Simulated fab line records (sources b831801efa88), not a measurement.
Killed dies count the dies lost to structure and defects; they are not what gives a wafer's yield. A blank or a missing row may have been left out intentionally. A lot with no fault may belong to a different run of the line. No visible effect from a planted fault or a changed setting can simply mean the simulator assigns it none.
Struck lot and sound lot, side by side    flow gf180mcu    17 out of 602 route steps
Sound: the wafers L867.2, L867.3, L867.5. Struck: wafers L876.1, L876.3. (L876.5 of the same lot was not struck and is left out.) The cause comes at the end.
At each step with rows: each side's tool, then ch and its chambers, then its first start. Under that, the readings that differ: sound wafers    struck wafers    difference of the means    sigmas: that difference in standard deviations of wafers without a fault.
alike: same words and numbers on both sides, and readings whose means sit less than 2 such deviations apart. not compared: any withheld reading, any reading some wafer has no value for, any bound like >300 that may hide the same value, and any number with overlapping values for which the record gives no deviation.
A row with sigmas, a row that says differs or no value, or rows on one side alone: a step with any of these is where the two part. Numbers that have no deviation but don't overlap get no sigmas and don't part them. Lack of a reading on every wafer of one side parts them only where that side has two or more wafers.

first, 3 steps without rows for these wafers: GF_V2_EXPOSE_11 (exposes mask Via2, target cd 260 nm); GF_V2_PEB_12 (peb time 90 s); GF_V2_DEVELOP_13 (develop time 60 s).
GF_V2_CD_MEAS_14: target cd 260 nm.
  struck on cdSem-02, day 24 00:58; sound on cdSem-01, day 20 18:17
  alike: cdNm
GF_V2_OVL_MEAS_15:
  struck on overlay-01, day 24 01:05; sound on overlay-01, day 20 18:23
  alike: V2_OVL
GF_V2_ETCH_16: etches BARC in N2/H2.
  sound on rieDiel-01 ch 0,2,3, day 20 18:25; struck on rieDiel-04 ch 2,3, day 24 01:07
  alike: drypumpMotorCurrentA, oesProductAu, throttleValvePct
GF_V2_ETCH_17: etches SiO2 in C4F8/O2/Ar, stops on TiN, target depth 630 nm.
  sound on rieDiel-01 ch 0,2,3; struck on rieDiel-04 ch 2,3
  alike: oesProductAu
GF_V2_STRIP_18: strips in O2/N2.
  sound on plasmaAsher-04 ch 0,1, day 20 18:33; struck on plasmaAsher-03 ch 0, day 24 01:15
  alike: drypumpMotorCurrentA, heaterPowerW, oesProductAu
  not compared: rfHoursCounterH
then, 2 steps without rows for these wafers: GF_V2_STRIP_19 (strips in post etch residue remover, time 1200 s); GF_V2_CLEAN_20 (cleans in DIW).
GF_V2_SPUTTER_21: material Ti, target thk 15 nm, time 80.02 s.
  struck on pvdSputter-03, day 24 01:47; sound on pvdSputter-03, day 20 19:05
  alike: chamberPressurePa, throttleValvePct
then, 1 step without rows for these wafers: GF_V2_SPUTTER_22 (material TiN, target thk 10 nm, time 40 s).
GF_V2_CVD_23: deposits W, target thk 350 nm, time 104.94 s.
  sound on cvdW-01 ch 0,1, day 20 19:11; struck on cvdW-01 ch 1, day 24 01:53
reading                          sound                 struck         difference  sigmas
heaterPowerW (W)                 1022 1007 852         793 794        -167        -3
susceptorTempC (C)               400.13 400.03 400.06  383.22 383.89  -16.52      -69
model.W_of_V2_CVD_23.thkNm (nm)  353.1 355.6 350.3     260.7 256.2    -94.6       
  alike: chamberPressureTorr
  not compared: sinceWetCleanH
GF_V2_RS_MEAS_24: measures by four-point-probe.
  struck on filmMetro-04, day 24 02:17; sound on filmMetro-01, day 20 19:19
reading           sound              struck       difference  sigmas
V2_W_RS (ohm/sq)  0.324 0.322 0.326  0.442 0.449  +0.121      +35
  not compared: hold
GF_V2_THK_MEAS_25: measures by xrf.
  struck on filmMetro-04, day 24 09:24; sound on filmMetro-01, day 20 19:25
reading        sound        struck   difference  sigmas
V2_W_THK (nm)  348 353 347  258 254  -93         -19
  not compared: hold
GF_V2_CMP_26: polishes, stops on SiO2, t overpolish 15 s, target thk 0 nm.
  sound on cmp-02 ch 0,2,3, day 20 19:34; struck on cmp-01 ch 1,3, day 24 23:42
reading              sound     struck                                           difference                    sigmas
hold                 - - -     awaitDispo/6.5h/release awaitDispo/6.5h/release  no value on the sound wafers  
timeToEndpointS (s)  87 87 76  63 62                                            -21                           -4
  alike: motorCurrentA
GF_M3_SPUTTER_00: material Ti, target thk 37.5 nm, time 150 s.
  struck on pvdSputter-02, day 24 23:57; sound on pvdSputter-01, day 20 19:46
  alike: chamberPressurePa, throttleValvePct

WHERE THEY PART
Last at GF_V2_CMP_26 as far as this record goes, first at GF_V2_CVD_23. Later steps at which nothing parts them and some readings are alike: GF_M3_SPUTTER_00.

WHY: what the simulator had put in
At GF_V2_CVD_23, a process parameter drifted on cvdW-01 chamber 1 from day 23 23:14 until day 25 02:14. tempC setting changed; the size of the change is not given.
